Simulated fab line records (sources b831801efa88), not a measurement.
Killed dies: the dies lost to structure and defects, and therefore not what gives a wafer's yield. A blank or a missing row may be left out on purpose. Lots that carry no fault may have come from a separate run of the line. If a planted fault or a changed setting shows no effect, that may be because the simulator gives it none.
fab line records ; flow sfq_line
record lots=14; wafers=42; last_day=87
route steps=325 shown M0@40 A5B@211
lots that met no fault: from a run of the same line without faults
start_h: start of the lot's first displayed wafer, in hours after the record's first day ; wait_h: time in hours since the lot's previous step ; " unchanged from the row above ; L1.1+2: several wafers, shown together as one row ; - either no value or no given start ; * or withheld: withheld ; < > ~ a bound
route shown NAME@n: a module of which the file shows steps, and the number in the route of the first ; usual: mean/standard deviation taken from wafers without a fault ; same: alike in all rows ; chamber/n: place in a boat ; sites: each site's reading ; _std_site: standard deviation of those values ; _edge_site: inner sites' mean taken away from outer sites' mean ; radius_mm: for every site, how far away it sits from the centre of the wafer ; mask NAME#n: copy n ; behind: the last tool/chamber to shape the wafer ; hold: what put the lot on hold/how long, in hours/how the hold closed ; device: whichever transistor did not switch (one of n, p or np) ; end of line: the route-end tests of the same wafers ; a step without rows: its recipe alone ; killed: not the wafer's yield, but the dies lost to structure and defects at the first sort ; map: a wafer's dies, marking killed ones x, the rest . and places with no die _
set.NAME: the setting the step ran with; set.NAME@STEP: the setting that earlier step ran with ; model.NAME: the simulator's own value behind a step, which no gauge read
one table for each step of the route and one row for each wafer, over a sample of lots
services: from which hour (start_h, from the record's first day; less than 0 if before it) a tool's chamber was out of use, for how many hours, and why
## steps
# step SFQ_TRILAYER_M0_ETCH_METAL_ETCH_024
# recipe target=Nb; stop_on=SiO2; mask_material=PR; chemistry=Cl2/Ar; target_depth_nm=240; icp_w=600; bias_w=80; pressure_mtorr=10; time_s=120
# usual drypump_motor_current_A=5.92/0.24; oes_product_au=0.893/0.0067; run_length_s=148.6/0.74
lot.wafer;tool;chamber;start_h;wait_h;drypump_motor_current_A;oes_product_au;rf_hours_counter_h;run_length_s
L672.1;rie_metal-01;0;176.95;0.0;6.11;0.886;150;148.6
L672.5;rie_metal-01;0;176.95;0.0;6.11;0.882;-;148.7
L672.6;rie_metal-01;1;176.95;0.0;6.29;0.882;-;148.9
L673.1;rie_metal-01;1;180.55;0.0;6.31;0.893;10;148.5
L673.3;rie_metal-01;0;180.55;0.0;6.08;0.897;-;148.5
L673.4;rie_metal-01;1;180.55;0.0;6.31;0.895;-;148.7
L676.1;rie_metal-02;1;196.15;0.0;5.76;0.903;117;148.2
L676.5;rie_metal-02;1;196.15;0.0;5.74;0.898;-;148.4
L676.6;rie_metal-02;0;196.15;0.0;5.63;0.900;-;148.0
L677.1;rie_metal-01;1;200.75;0.0;6.28;0.824;13;165.9
L677.2;rie_metal-01;0;200.75;0.0;6.07;0.902;154;148.7
L677.4;rie_metal-01;1;200.75;0.0;6.29;0.826;-;166.5
L679.2;rie_metal-01;1;217.55;0.0;6.28;0.832;16;165.7
L679.4;rie_metal-01;0;217.55;0.0;6.09;0.890;-;148.5
L679.6;rie_metal-01;0;217.55;0.0;6.07;0.900;-;148.7
L684.1;rie_metal-01;0;352.10;0.0;6.14;0.884;177;148.6
L684.4;rie_metal-01;1;352.10;0.0;6.27;0.885;-;149.0
L684.6;rie_metal-01;0;352.10;0.0;6.19;0.899;-;148.5
L686.1;rie_metal-01;1;369.70;0.0;6.30;0.902;39;149.1
L686.5;rie_metal-01;0;369.70;0.0;6.12;0.907;-;148.5
L686.6;rie_metal-01;1;369.70;0.0;6.26;0.881;-;148.5
L687.1;rie_metal-03;0;378.10;0.0;5.91;0.889;172;148.6
L687.3;rie_metal-03;1;378.10;0.0;5.97;0.894;-;148.3
L687.6;rie_metal-03;1;378.10;0.0;5.96;0.883;-;148.3
L688.1;rie_metal-02;0;383.03;0.0;5.64;0.895;58;148.1
L688.3;rie_metal-02;1;383.03;0.0;5.74;0.893;-;148.4
L688.4;rie_metal-02;0;383.03;0.0;5.63;0.892;-;148.2
L689.1;rie_metal-02;0;389.28;0.0;5.62;0.888;59;148.1
L689.3;rie_metal-02;1;389.28;0.0;5.72;0.889;-;148.2
L689.4;rie_metal-02;0;389.28;0.0;5.62;0.899;-;147.9
L690.2;rie_metal-02;0;402.37;0.0;5.65;0.894;61;148.1
L690.3;rie_metal-02;1;402.37;0.0;5.77;0.880;-;148.4
L690.6;rie_metal-02;1;402.37;0.0;5.75;0.884;-;148.5
L693.1;rie_metal-01;0;434.01;0.1;6.09;0.899;4;151.6
L693.3;rie_metal-01;1;434.01;0.1;6.28;0.903;-;152.4
L693.5;rie_metal-01;1;434.01;0.1;6.25;0.904;-;151.6
L694.1;rie_metal-02;0;441.19;0.0;5.62;0.884;67;148.0
L694.3;rie_metal-02;0;441.19;0.0;5.64;0.893;-;148.0
L694.6;rie_metal-02;1;441.19;0.0;5.73;0.891;-;148.5
L695.2;rie_metal-01;0;444.79;0.0;6.13;0.900;6;148.4
L695.5;rie_metal-01;1;444.79;0.0;6.29;0.896;-;148.6
L695.6;rie_metal-01;0;444.79;0.0;6.11;0.892;-;148.3
# step SFQ_TRILAYER_A5B_METRO_MEASURE_131
# usual thk_nm=342/5
lot.wafer;tool;chamber;start_h;wait_h;thk_nm
L672.1;film_metro-01;-;1438.28;2.0;345
L672.5;film_metro-01;-;1438.28;2.0;338
L672.6;film_metro-01;-;1438.28;2.0;344
L673.1;film_metro-02;-;1444.55;1.0;347
L673.3;film_metro-02;-;1444.55;1.0;346
L673.4;film_metro-02;-;1444.55;1.0;350
L676.1;film_metro-01;-;1484.66;2.0;340
L676.5;film_metro-01;-;1484.66;2.0;338
L676.6;film_metro-01;-;1484.66;2.0;337
L677.1;film_metro-01;-;1490.14;1.0;348
L677.2;film_metro-01;-;1490.14;1.0;340
L677.4;film_metro-01;-;1490.14;1.0;349
L679.2;film_metro-01;-;1620.96;2.2;342
L679.4;film_metro-01;-;1620.96;2.2;345
L679.6;film_metro-01;-;1620.96;2.2;342
L684.1;film_metro-03;-;1631.56;2.5;341
L684.4;film_metro-03;-;1631.56;2.5;333
L684.6;film_metro-03;-;1631.56;2.5;340
L686.1;film_metro-01;-;1642.36;1.5;339
L686.5;film_metro-01;-;1642.36;1.5;340
L686.6;film_metro-01;-;1642.36;1.5;342
L687.1;film_metro-01;-;1646.64;1.0;332
L687.3;film_metro-01;-;1646.64;1.0;347
L687.6;film_metro-01;-;1646.64;1.0;341
L688.1;film_metro-03;-;1650.24;2.5;343
L688.3;film_metro-03;-;1650.24;2.5;341
L688.4;film_metro-03;-;1650.24;2.5;339
L689.1;film_metro-03;-;1653.24;2.5;343
L689.3;film_metro-03;-;1653.24;2.5;335
L689.4;film_metro-03;-;1653.24;2.5;338
L690.2;film_metro-02;-;1654.56;2.7;355
L690.3;film_metro-02;-;1654.56;2.7;343
L690.6;film_metro-02;-;1654.56;2.7;340
L693.1;film_metro-02;-;1677.78;1.5;344
L693.3;film_metro-02;-;1677.78;1.5;343
L693.5;film_metro-02;-;1677.78;1.5;352
L694.1;film_metro-02;-;1680.18;2.0;342
L694.3;film_metro-02;-;1680.18;2.0;337
L694.6;film_metro-02;-;1680.18;2.0;332
L695.2;film_metro-02;-;1687.52;1.7;345
L695.5;film_metro-02;-;1687.52;1.7;343
L695.6;film_metro-02;-;1687.52;1.7;350
## services
tool;chamber;start_h;hours;kind
film_metro-01;-;155.41;0.3;pm
rie_metal-01;-;171.02;0.2;repair
film_metro-01;-;217.08;0.8;pm
film_metro-01;-;230.09;3.0;repair
rie_metal-01;-;365.35;0.3;repair
rie_metal-01;0;372.32;9.3;repair
film_metro-01;-;380.99;0.8;pm
film_metro-01;-;400.41;0.3;pm
film_metro-01;-;451.45;0.5;pm
film_metro-01;-;462.09;1.1;pm
rie_metal-01;0;539.90;1.3;repair
rie_metal-01;-;612.07;4.3;pm
rie_metal-01;0;625.75;7.0;repair
film_metro-01;-;625.99;0.5;pm
film_metro-01;-;645.41;0.5;pm
rie_metal-01;-;696.04;2.8;pm
rie_metal-01;-;854.49;0.2;repair
rie_metal-01;-;942.93;0.4;repair
rie_metal-01;-;1039.08;1.4;pm
rie_metal-01;1;1057.13;5.2;repair
rie_metal-01;1;1178.49;1.9;repair
rie_metal-01;-;1360.34;0.8;repair
rie_metal-01;0;1537.97;5.5;repair
rie_metal-01;-;1594.38;0.6;repair
## key
first_sign step=SFQ_TRILAYER_M0_ETCH_METAL_ETCH_024; reading=run_length_s; direction=up; sigmas=24; usual=*; struck=*
effect step=SFQ_TRILAYER_M0_ETCH_METAL_ETCH_024; reading=oes_product_au; direction=down; sigmas=9.8; usual=0.893; struck=0.827
met_at SFQ_TRILAYER_M0_ETCH_METAL_ETCH_024
struck_lots L677,L679
struck_wafers L677.1,L677.4,L679.2
not_acting_at SFQ_TRILAYER_A5B_METRO_MEASURE_131
onset_between 180.55 200.75
fault kind=process_parameter_drift; tool=rie_metal-01; chamber=1; onset_h=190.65; steps=SFQ_TRILAYER_M0_ETCH_METAL_ETCH_024; channel=time_s; offset=*; shape=step; end_h=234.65; acts_in=*; stated=*
